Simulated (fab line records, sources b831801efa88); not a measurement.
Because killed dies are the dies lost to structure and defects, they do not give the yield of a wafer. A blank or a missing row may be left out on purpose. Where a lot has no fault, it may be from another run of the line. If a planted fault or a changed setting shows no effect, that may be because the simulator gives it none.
One fault through the eyes of 2 desks :: flow sky130 :: every desk sees just its own numbers, and what lay behind them comes last

## METROLOGY DESK
What the gauges read, lot by lot, whatever tool the lot ran on: means of the sampled wafers that have a number. A lot is out of limits, marked OUT, if its mean lies more than 4 standard deviations from the usual mean; the brackets give that distance.
Columns: A = SD_P_TW at SKY_SD_P_TW_MEAS_11, usual 2811; B = SD_P_RS at SKY_SD_N_RS_MEAS_17, usual 147.1 ohm/sq
lot: L178
first seen here: day 25 13:55
A: 2799
B: 147.5

lot: L179
first seen here: day 26 07:57
A: 2772
B: 146.6

lot: L181
first seen here: day 27 00:43
A: 2808
B: 146.8

lot: L180
first seen here: day 27 02:18
A: 2802
B: 147.3

lot: L182
first seen here: day 27 10:47
A: 2805
B: 146.8

lot: L189
first seen here: day 30 19:19
A: 2993 (+9.1) OUT
B: 142.0 (-14) OUT

lot: L191
first seen here: day 30 20:48
A: 3000 (+9.4) OUT
B: 142.1 (-13) OUT

lot: L195
first seen here: day 31 08:22
A: 2827
B: 146.9

lot: L196
first seen here: day 31 23:06
A: 2841
B: 147.1

lot: L197
first seen here: day 31 23:44
A: 2837
B: 147.4

lot: L199
first seen here: day 32 15:27
A: 2817
B: 147.2

lot: L198
first seen here: day 32 16:29
A: 2810
B: 147.0

lot: L201
first seen here: day 33 07:31
A: 2842
B: 147.0
This desk's result: L189, L191 out of limits, first on L189 (SD_P_TW at SKY_SD_P_TW_MEAS_11), day 30 19:19. In limits: L178, L179, L181, L180, L182, L195, L196, L197, L199, L198, L201.

## TOOL OWNER'S DESK, implanter-02
SKY_SD_P_IMPLANT_09, tool's own readings: per-lot mean of the sampled wafers with a number, covering each lot this tool ran. A lot is out of limits, marked OUT, if its mean lies more than 4 standard deviations from the usual mean; the brackets give that distance.
Columns: A = beam on s at SKY_SD_P_IMPLANT_09, usual 15.6 s; B = dose ions cm2 at SKY_SD_P_IMPLANT_09, usual 3e+15
lot: L189
first seen here: day 30 19:06
A: 25.9 (+5.7) OUT
B: 4e+15 (+99 or more) OUT

lot: L191
first seen here: day 30 20:33
A: 26.3 (+5.9) OUT
B: 4e+15 (+99 or more) OUT
This desk's finding: out of limits on L189, L191; first on L189, day 30 19:06 (beam on s at SKY_SD_P_IMPLANT_09). In limits: none.

## ALL TOGETHER
At day 30 19:06, on L189, L191, the tool owner's desk was in a position to raise an alarm.
L189, L191 would have let the metrology desk raise an alarm at day 30 19:19.
All the named lots went through SKY_SD_P_IMPLANT_09 on implanter-02.

## WHAT THE SIMULATOR HAD INSERTED
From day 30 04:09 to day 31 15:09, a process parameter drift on implanter-02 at SKY_SD_P_IMPLANT_09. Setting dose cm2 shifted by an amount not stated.
Shown lots that were struck: L189, L191.
Fault start to first reading out of limits, in hours, per desk: tool owner, 15; metrology, 15.
